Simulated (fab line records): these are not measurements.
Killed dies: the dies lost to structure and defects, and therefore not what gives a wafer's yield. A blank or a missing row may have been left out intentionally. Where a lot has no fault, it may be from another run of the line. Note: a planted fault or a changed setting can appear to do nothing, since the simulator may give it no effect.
fab line records    flow sky130
[record] lots = 6  wafers = 18  last-day = 49
route steps=708 shown POLY_GATE@234 LDD_N@237 LDD_P@255 PAD_OPEN@708
lots that met no fault: taken from a fault-free run of the same line
start-h: start of the lot's first displayed wafer, in hours after the record's first day    wait-h: hours elapsed since this lot's preceding step    " same as the row above    L1.1+2: several wafers, shown together as one row    - either no value or no given start    * or withheld: withheld    < > ~ a bound
route shown NAME@n: a module of which the file shows steps, and the number in the route of the first    usual: mean/standard deviation taken from wafers without a fault    same: alike in all rows    chamber/n: place in a boat    sites: each site's reading    _std_site: their standard deviation    _edge_site: mean of outer sites minus mean of inner sites    radius-mm: for every site, how far away it sits from the centre of the wafer    mask NAME#n: copy n    behind: the most recent tool/chamber to have shaped the wafer    hold: why the lot was held/for how many hours/how that ended    device: names the non-switching transistor (n, p or np)    end of line: the tests these same wafers got at the end of their route    a step with no rows: only its recipe    killed: at the first sort, the dies lost to defects and structure; wafer yield is something else    map: a wafer's dies, marking killed ones x, the rest . and places with no die _
set.NAME: the setting that was run; set.NAME@STEP: the one run at that earlier step    model.NAME: the simulator's own value behind a step, which no gauge read
lots seen at some steps along the route; tables by step, rows by wafer
services: when a tool's chamber went out of use (start-h, in hours from the record's first day, below 0 if earlier), for how many hours, and the reason
[[steps]]
[step SKY_POLY_GATE_OXIDATION_20]
[recipe] temp-c = 850  ambient = O2  stabilise-s = 600  purge-s = 300  target-thk-a = 40  ox-time-s = 899
[step SKY_POLY_GATE_THK_MEAS_21]
[recipe] reads = SiO2_of_POLY_GATE_OXIDATION_20
[usual] POLY_GATE_OXIDATION_THK = 4.02/0.083
lot.wafer  tool           chamber  start-h  wait-h  POLY_GATE_OXIDATION_THK[nm]
L543.1     film-metro-02  -        380.45   0.0     4.06
L543.3     "              -        "        "       3.99
L543.6     "              -        "        "       4.12
L544.1     film-metro-04  -        383.59   0.0     4.19
L544.3     "              -        "        "       4.18
L544.4     "              -        "        "       4.20
L548.1     film-metro-01  -        434.34   0.0     4.13
L548.2     "              -        "        "       4.06
L548.6     "              -        "        "       4.02
L549.3     film-metro-01  -        435.42   0.0     3.95
L549.4     "              -        "        "       3.93
L549.6     "              -        "        "       4.05
L551.2     film-metro-01  -        450.53   0.0     4.09
L551.4     "              -        "        "       4.07
L551.6     "              -        "        "       4.03
L559.1     film-metro-01  -        511.62   0.0     3.94
L559.2     "              -        "        "       3.91
L559.3     "              -        "        "       3.93
[step SKY_POLY_GATE_CD_MEAS_22]
[usual] cd-nm = 150/3.2
lot.wafer  tool       chamber  start-h  wait-h  cd-nm
L543.1     cd-sem-02  -        380.51   0.1     145
L543.3     "          -        "        "       151
L543.6     "          -        "        "       156
L544.1     cd-sem-01  -        383.65   0.1     152
L544.3     "          -        "        "       145
L544.4     "          -        "        "       150
L548.1     cd-sem-02  -        434.40   0.1     148
L548.2     "          -        "        "       150
L548.6     "          -        "        "       153
L549.3     cd-sem-01  -        435.52   0.1     150
L549.4     "          -        "        "       153
L549.6     "          -        "        "       152
L551.2     cd-sem-02  -        450.61   0.1     152
L551.4     "          -        "        "       152
L551.6     "          -        "        "       151
L559.1     cd-sem-01  -        511.68   0.1     147
L559.2     "          -        "        "       148
L559.3     "          -        "        "       145
[step SKY_LDD_N_DEHYDRATE_00]
[recipe] temp-c = 200  time-s = 60
[step SKY_LDD_N_HMDS_01]
[recipe] prime-time-s = 60  prime-temp-c = 120
[step SKY_LDD_N_COAT_02]
[recipe] resist = NOVOLAK  spin-rpm = 3000  resist-thk-nm = 300
[step SKY_LDD_N_SOFTBAKE_03]
[recipe] temp-c = 90  time-s = 60  resist = NOVOLAK
[step SKY_LDD_N_EXPOSE_04]
[recipe] mask-id = NTM  target-cd-nm = 840  na = 0.6  source-shape = conventional  sigma-outer = 0.6  dose-mj = 110
[step SKY_LDD_N_PEB_05]
[recipe] temp-c = withheld  time-s = *  resist = NOVOLAK
[step SKY_LDD_N_DEVELOP_06]
[recipe] develop-time-s = 60  dev-temp-c = 23
[step SKY_LDD_N_OVL_MEAS_07]
[usual] LDD_N_OVL = 1.0/1.3
lot.wafer  tool        chamber  start-h  wait-h  LDD_N_OVL[nm]
L543.1     overlay-02  -        409.10   0.1     0.7
L543.3     "           -        "        "       -0.9
L543.6     "           -        "        "       -0.5
L544.1     overlay-01  -        412.75   0.1     1.4
L544.3     "           -        "        "       3.0
L544.4     "           -        "        "       2.0
L548.1     overlay-01  -        465.74   0.1     2.1
L548.2     "           -        "        "       -1.1
L548.6     "           -        "        "       0.1
L549.3     overlay-02  -        466.96   0.1     3.0
L549.4     "           -        "        "       3.0
L549.6     "           -        "        "       2.3
L551.2     overlay-01  -        481.45   0.1     -1.1
L551.4     "           -        "        "       0.0
L551.6     "           -        "        "       0.3
L559.1     overlay-02  -        541.34   0.1     3.4
L559.2     "           -        "        "       0.4
L559.3     "           -        "        "       0.5
[step SKY_LDD_N_IMPLANT_08]
[recipe] species = As  energy-kev = 20  dose-cm2 = 7.5e+13  tilt-deg = withheld  rotation-deg = 23
[step SKY_LDD_N_IMPLANT_09]
[recipe] species = As  energy-kev = 20  dose-cm2 = 7.5e+13  tilt-deg = withheld  rotation-deg = 113
[usual] beam-energy-keV = 20.000/0.006  dose-ions-cm2 = 7.501e+13/7.1e+10  faraday-current-uA = 422/8.9
lot.wafer  tool          chamber  start-h  wait-h  beam-energy-keV  dose-ions-cm2  faraday-current-uA
L543.1     implanter-02  0        409.28   0.1     19.999           7.494e+13      410
L543.3     "             0        "        "       19.996           7.502e+13      429
L543.6     "             0        "        "       19.991           7.513e+13      441
L544.1     implanter-02  0        412.93   0.1     20.002           7.507e+13      419
L544.3     "             0        "        "       19.990           7.495e+13      429
L544.4     "             0        "        "       19.992           7.504e+13      429
L548.1     implanter-02  0        465.93   0.1     20.001           3.205e+13      181
L548.2     "             0        "        "       20.005           3.2e+13        186
L548.6     "             0        "        "       20.000           3.201e+13      185
L549.3     implanter-04  0        467.18   0.1     19.995           7.49e+13       420
L549.4     "             0        "        "       19.991           7.498e+13      418
L549.6     "             0        "        "       19.995           7.503e+13      419
L551.2     implanter-02  0        481.66   0.1     20.009           3.203e+13      179
L551.4     "             0        "        "       20.001           3.205e+13      178
L551.6     "             0        "        "       20.004           3.212e+13      188
L559.1     implanter-01  0        541.53   0.1     20.002           7.51e+13       420
L559.2     "             0        "        "       20.008           7.499e+13      426
L559.3     "             0        "        "       20.008           7.49e+13       423
[step SKY_LDD_N_IMPLANT_10]
[recipe] species = As  energy-kev = 20  dose-cm2 = 7.5e+13  tilt-deg = withheld  rotation-deg = 203
[step SKY_LDD_N_IMPLANT_11]
[recipe] species = As  energy-kev = 20  dose-cm2 = 7.5e+13  tilt-deg = withheld  rotation-deg = 293
[step SKY_LDD_N_IMPLANT_12]
[recipe] species = BF2  energy-kev = 50  dose-cm2 = 5e+12  tilt-deg = 30  rotation-deg = 0
[step SKY_LDD_N_IMPLANT_13]
[recipe] species = BF2  energy-kev = 50  dose-cm2 = 5e+12  tilt-deg = 30  rotation-deg = 90
[step SKY_LDD_N_IMPLANT_14]
[recipe] species = BF2  energy-kev = 50  dose-cm2 = 5e+12  tilt-deg = 30  rotation-deg = 180
[step SKY_LDD_N_IMPLANT_15]
[recipe] species = BF2  energy-kev = 50  dose-cm2 = 5e+12  tilt-deg = 30  rotation-deg = 270
[step SKY_LDD_N_STRIP_16]
[recipe] chemistry = O2/N2  power-w = 1400  pressure-mtorr = 1500  platen-temp-c = withheld  o2-flow-sccm = 3000  n2-flow-sccm = 300  overash-fraction = 0.5
[usual] drypump-motor-current-A = 5.5/0.47  oes-product-au = 0.407/0.0046  strip-time-to-endpoint-s = 4.314/0.016
lot.wafer  tool             chamber  start-h  wait-h  drypump-motor-current-A  oes-product-au  rf-hours-counter-h  strip-time-to-endpoint-s
L543.1     plasma-asher-02  1        410.33   0.1     5.1                      0.409           71                  4.305
L543.3     "                0        "        "       5.2                      0.408           -                   4.317
L543.6     "                1        "        "       5.1                      0.411           -                   4.319
L544.1     plasma-asher-02  1        413.98   0.1     5.1                      0.405           71                  4.327
L544.3     "                1        "        "       5.1                      0.408           -                   4.326
L544.4     "                0        "        "       5.2                      0.411           -                   4.302
L548.1     plasma-asher-02  1        466.98   0.1     5.1                      0.410           3                   4.187
L548.2     "                0        "        "       5.2                      0.416           3                   4.172
L548.6     "                1        "        "       5.1                      0.406           -                   4.184
L549.3     plasma-asher-03  0        468.21   0.1     6.1                      0.407           -                   4.311
L549.4     "                1        "        "       6.0                      0.404           -                   4.316
L549.6     "                0        "        "       6.1                      0.411           -                   4.304
L551.2     plasma-asher-04  0        482.68   0.1     4.9                      0.392           73                  4.188
L551.4     "                0        "        "       4.8                      0.407           -                   4.210
L551.6     "                0        "        "       4.8                      0.410           -                   4.203
L559.1     plasma-asher-02  0        542.58   0.1     5.2                      0.399           11                  4.319
L559.2     "                1        "        "       5.1                      0.407           11                  4.303
L559.3     "                0        "        "       5.2                      0.413           -                   4.325
[step SKY_LDD_N_TW_MEAS_17]
[usual] LDD_N_TW = 2551/27
lot.wafer  tool           chamber  start-h  wait-h  LDD_N_TW
L543.1     film-metro-04  -        410.43   0.1     2557
L543.3     "              -        "        "       2551
L543.6     "              -        "        "       2543
L544.1     film-metro-02  -        414.08   0.1     2599
L544.3     "              -        "        "       2601
L544.4     "              -        "        "       2613
L548.1     film-metro-03  -        467.08   0.1     2450
L548.2     "              -        "        "       2460
L548.6     "              -        "        "       2461
L549.3     film-metro-03  -        468.30   0.1     2536
L549.4     "              -        "        "       2531
L549.6     "              -        "        "       2530
L551.2     film-metro-03  -        482.79   0.1     2474
L551.4     "              -        "        "       2453
L551.6     "              -        "        "       2460
L559.1     film-metro-02  -        542.68   0.1     2621
L559.2     "              -        "        "       2601
L559.3     "              -        "        "       2599
[step SKY_LDD_P_DEHYDRATE_00]
[recipe] temp-c = 200  time-s = 60
[step SKY_PAD_OPEN_PROBE_99]
[usual] killed_at_M0_to_M3 = 42/6.7  killed_at_M4_up = 3.3/2.1  killed-at-contacts = 24/5.1  killed-at-front-end = 15/4.6  killed-at-other = 0.3/0.58  killed-dies = 85/9.9  killed-on-rim = 17/3.7  killed-open = 46/6.9  killed-short = 38/7
[same] gross-dies = 492  killed-at-back-side = 0
lot.wafer  tool       chamber  start-h  wait-h  killed_at_M0_to_M3  killed_at_M4_up  killed-at-contacts  killed-at-front-end  killed-at-other  killed-dies  killed-on-rim  killed-open  killed-short  model.etest.tip-n.rs-ohm-sq  model.etest.nfet_01v8_swapped.vt-sat-v
L543.1     prober-01  -        1085.15  0.1     48                  7                26                  8                    0                89           19             50           38            443.6                        0.6439
L543.3     prober-01  -        1085.25  0.2     42                  6                21                  13                   0                82           10             46           36            445.9                        0.6395
L543.6     prober-01  -        1085.40  0.2     49                  1                29                  12                   0                91           15             52           38            445.5                        0.6517
L544.1     prober-02  -        1086.12  0.1     37                  3                17                  9                    0                66           14             38           28            439.1                        0.6498
L544.3     prober-02  -        1086.22  0.2     42                  1                20                  11                   2                76           12             39           37            441.6                        0.6415
L544.4     prober-02  -        1086.27  0.2     46                  5                22                  20                   1                94           15             55           39            438.7                        0.6443
L548.1     prober-02  -        1120.11  0.1     55                  5                24                  19                   0                103          18             45           56            493.3                        0.664
L548.2     prober-02  -        1120.16  0.1     42                  4                21                  13                   3                83           16             44           36            489                          0.6591
L548.6     prober-02  -        1120.36  0.2     47                  3                11                  18                   0                79           17             33           44            486.1                        0.6597
L549.3     prober-01  -        1125.95  0.2     44                  1                29                  12                   0                86           13             48           36            440.6                        0.6536
L549.4     prober-01  -        1126.00  0.2     49                  2                20                  18                   0                89           20             54           34            440                          0.6599
L549.6     prober-01  -        1126.10  0.2     37                  3                26                  16                   0                82           18             48           33            445.7                        0.6602
L551.2     prober-01  -        1134.57  0.1     39                  1                24                  10                   0                74           15             45           29            488.2                        0.6719
L551.4     prober-01  -        1134.67  0.2     40                  2                24                  18                   1                85           17             50           35            488.3                        0.6588
L551.6     prober-01  -        1134.77  0.2     34                  3                20                  14                   0                71           15             35           36            488.9                        0.6597
L559.1     prober-01  -        1167.32  0.1     39                  1                26                  12                   0                78           17             49           29            443.1                        0.6494
L559.2     prober-01  -        1167.37  0.1     37                  8                23                  13                   1                82           15             40           42            442.7                        0.6466
L559.3     prober-01  -        1167.42  0.2     37                  0                26                  15                   1                79           10             43           35            441.4                        0.6585
// killed by level:class
L543.1 VIA1:geometric-particle:open=16 CONTACT:geometric-particle:open=13 VIA1:geometric-particle:short=7 METAL2:geometric-particle:short=7 VIA2:geometric-particle:open=6 LI_CONTACT:geometric-particle:open=5 CONTACT:geometric-particle:short=4 POLY_GATE:geometric-particle:short=3
L543.3 VIA1:geometric-particle:open=12 CONTACT:geometric-particle:open=9 VIA2:geometric-particle:open=6 METAL1:geometric-particle:short=6 POLY_GATE:geometric-particle:open=5 POLY_GATE:geometric-particle:short=4 LI_CONTACT:geometric-particle:open=4 LOCAL_INTERCONNECT:geometric-particle:short=4
L543.6 VIA2:geometric-particle:open=10 CONTACT:geometric-particle:open=10 VIA1:geometric-particle:open=10 LI_CONTACT:geometric-particle:open=8 METAL2:geometric-particle:short=5 VIA2:geometric-particle:short=5 FIELD_ISO:geometric-particle:open=4 LI_CONTACT:geometric-particle:short=4
L544.1 VIA1:geometric-particle:open=9 LI_CONTACT:geometric-particle:open=5 CONTACT:geometric-particle:open=5 VIA3:geometric-particle:open=5 METAL2:geometric-particle:short=4 VIA2:geometric-particle:open=4 VIA3:geometric-particle:short=4 POLY_GATE:geometric-particle:open=3
L544.3 VIA1:geometric-particle:open=10 METAL1:geometric-particle:short=9 CONTACT:geometric-particle:open=8 VIA3:geometric-particle:open=5 VIA2:geometric-particle:open=5 LOCAL_INTERCONNECT:geometric-particle:short=4 METAL3:geometric-particle:short=4 FIELD_ISO:geometric-particle:open=3
L544.4 VIA1:geometric-particle:open=15 VIA3:geometric-particle:open=10 CONTACT:geometric-particle:open=7 POLY_GATE:geometric-particle:short=6 CONTACT:geometric-particle:short=5 VIA2:geometric-particle:open=5 FIELD_ISO:geometric-particle:short=4 LOCAL_INTERCONNECT:geometric-particle:short=4
L548.1 METAL1:geometric-particle:short=11 METAL2:geometric-particle:short=10 VIA1:geometric-particle:open=10 LI_CONTACT:geometric-particle:open=9 VIA1:geometric-particle:short=8 CONTACT:geometric-particle:open=6 FIELD_ISO:geometric-particle:short=5 POLY_GATE:geometric-particle:short=5
L548.2 VIA1:geometric-particle:open=11 CONTACT:geometric-particle:open=6 VIA2:geometric-particle:open=6 LOCAL_INTERCONNECT:geometric-particle:short=5 VIA1:geometric-particle:short=5 VIA3:geometric-particle:open=5 METAL2:geometric-particle:short=5 LI_CONTACT:geometric-particle:open=4
L548.6 VIA2:geometric-particle:open=10 METAL3:geometric-particle:short=7 VIA1:geometric-particle:open=6 POLY_GATE:geometric-particle:short=5 CONTACT:geometric-particle:open=5 METAL1:geometric-particle:short=5 VIA3:geometric-particle:short=5 FIELD_ISO:geometric-particle:short=4
L549.3 LI_CONTACT:geometric-particle:open=12 VIA1:geometric-particle:open=9 METAL1:geometric-particle:short=8 CONTACT:geometric-particle:open=7 VIA1:geometric-particle:short=6 METAL2:geometric-particle:short=6 VIA2:geometric-particle:open=5 VIA2:geometric-particle:short=4
L549.4 VIA1:geometric-particle:open=18 CONTACT:geometric-particle:open=8 FIELD_ISO:geometric-particle:open=6 FIELD_ISO:geometric-particle:short=6 VIA3:geometric-particle:open=6 LOCAL_INTERCONNECT:geometric-particle:short=4 LI_CONTACT:geometric-particle:open=4 VIA1:geometric-particle:short=4
L549.6 VIA1:geometric-particle:open=12 LI_CONTACT:geometric-particle:open=9 FIELD_ISO:geometric-particle:open=5 POLY_GATE:geometric-particle:open=5 CONTACT:geometric-particle:open=5 VIA1:geometric-particle:short=5 METAL2:geometric-particle:short=5 LOCAL_INTERCONNECT:geometric-particle:short=4
L551.2 VIA1:geometric-particle:open=8 CONTACT:geometric-particle:open=8 VIA2:geometric-particle:open=8 LI_CONTACT:geometric-particle:open=7 VIA3:geometric-particle:open=7 CONTACT:geometric-particle:short=5 FIELD_ISO:geometric-particle:short=4 METAL2:geometric-particle:short=4
L551.4 CONTACT:geometric-particle:open=10 FIELD_ISO:geometric-particle:open=9 METAL3:geometric-particle:short=7 VIA1:geometric-particle:open=6 LOCAL_INTERCONNECT:geometric-particle:short=6 LI_CONTACT:geometric-particle:open=5 VIA2:geometric-particle:open=5 METAL1:geometric-particle:short=4
L551.6 VIA1:geometric-particle:open=13 LOCAL_INTERCONNECT:geometric-particle:short=6 CONTACT:geometric-particle:open=6 FIELD_ISO:geometric-particle:short=5 METAL1:geometric-particle:short=5 FIELD_ISO:geometric-particle:open=4 METAL2:geometric-particle:short=4 POLY_GATE:geometric-particle:open=3
L559.1 LI_CONTACT:geometric-particle:open=11 CONTACT:geometric-particle:open=9 METAL2:geometric-particle:short=6 METAL1:geometric-particle:short=6 VIA3:geometric-particle:open=6 VIA1:geometric-particle:open=5 POLY_GATE:geometric-particle:short=4 VIA1:geometric-particle:short=4
L559.2 VIA1:geometric-particle:open=10 FIELD_ISO:geometric-particle:short=8 CONTACT:geometric-particle:open=8 VIA1:geometric-particle:short=7 LI_CONTACT:geometric-particle:open=5 LOCAL_INTERCONNECT:geometric-particle:short=4 METAL2:geometric-particle:short=4 FIELD_ISO:geometric-particle:open=3
L559.3 CONTACT:geometric-particle:open=13 VIA1:geometric-particle:open=7 LI_CONTACT:geometric-particle:open=6 METAL1:geometric-particle:short=6 METAL2:geometric-particle:short=6 FIELD_ISO:geometric-particle:short=5 VIA2:geometric-particle:open=5 POLY_GATE:geometric-particle:open=4
[[services]]
tool             chamber  start-h  hours  kind
plasma-asher-03  -        397.36   1.1    repair
plasma-asher-02  -        421.25   9.0    pm
plasma-asher-02  0        421.25   9.0    vent-cycle
plasma-asher-02  1        421.25   9.0    vent-cycle
plasma-asher-02  -        430.25   2.8    pm
plasma-asher-02  0        430.25   -      clean
plasma-asher-02  1        430.25   -      clean
implanter-01     -        442.90   2.6    pm
implanter-02     -        447.93   1.7    repair
implanter-01     -        452.55   1.7    repair
implanter-04     -        469.83   124.3  pm
plasma-asher-03  -        542.43   2.7    repair
[[key]]
[first-sign] step = SKY_LDD_N_IMPLANT_09  reading = dose-ions-cm2  direction = down  sigmas = 99+  usual = *  struck = *
[effect] step = SKY_LDD_N_IMPLANT_09  reading = faraday-current-uA  direction = down  sigmas = 27  usual = 422  struck = 183
[effect] step = SKY_LDD_N_STRIP_16  reading = strip-time-to-endpoint-s  direction = down  sigmas = 7.9  usual = *  struck = *
[effect] step = SKY_LDD_N_TW_MEAS_17  reading = LDD_N_TW  direction = down  sigmas = 3.4  usual = 2551  struck = 2460
[model-effect] step = SKY_PAD_OPEN_PROBE_99  value = etest.tip-n.rs-ohm-sq  without = 442.4  struck = 489
met-at SKY_LDD_N_IMPLANT_09
struck-wafers L548.1,L548.2,L548.6,L551.2,L551.4,L551.6
tester-left-out L548,L551
onset-between 412.93 465.93
[fault] kind = process-parameter-drift  tool = implanter-02  chamber = -  onset-h = 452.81  steps = SKY_LDD_N_IMPLANT_09  channel = dose-cm2  offset = *  shape = step  end-h = 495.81  acts-in = *  stated = *
// tester-left-out: of these lots the tester's yield and bins aren't shown, on N5 and GAA mostly nor the transistor test; their killed dies are dies lost to structure and defects alone, not to doping, threshold or leakage, so they don't give the yield
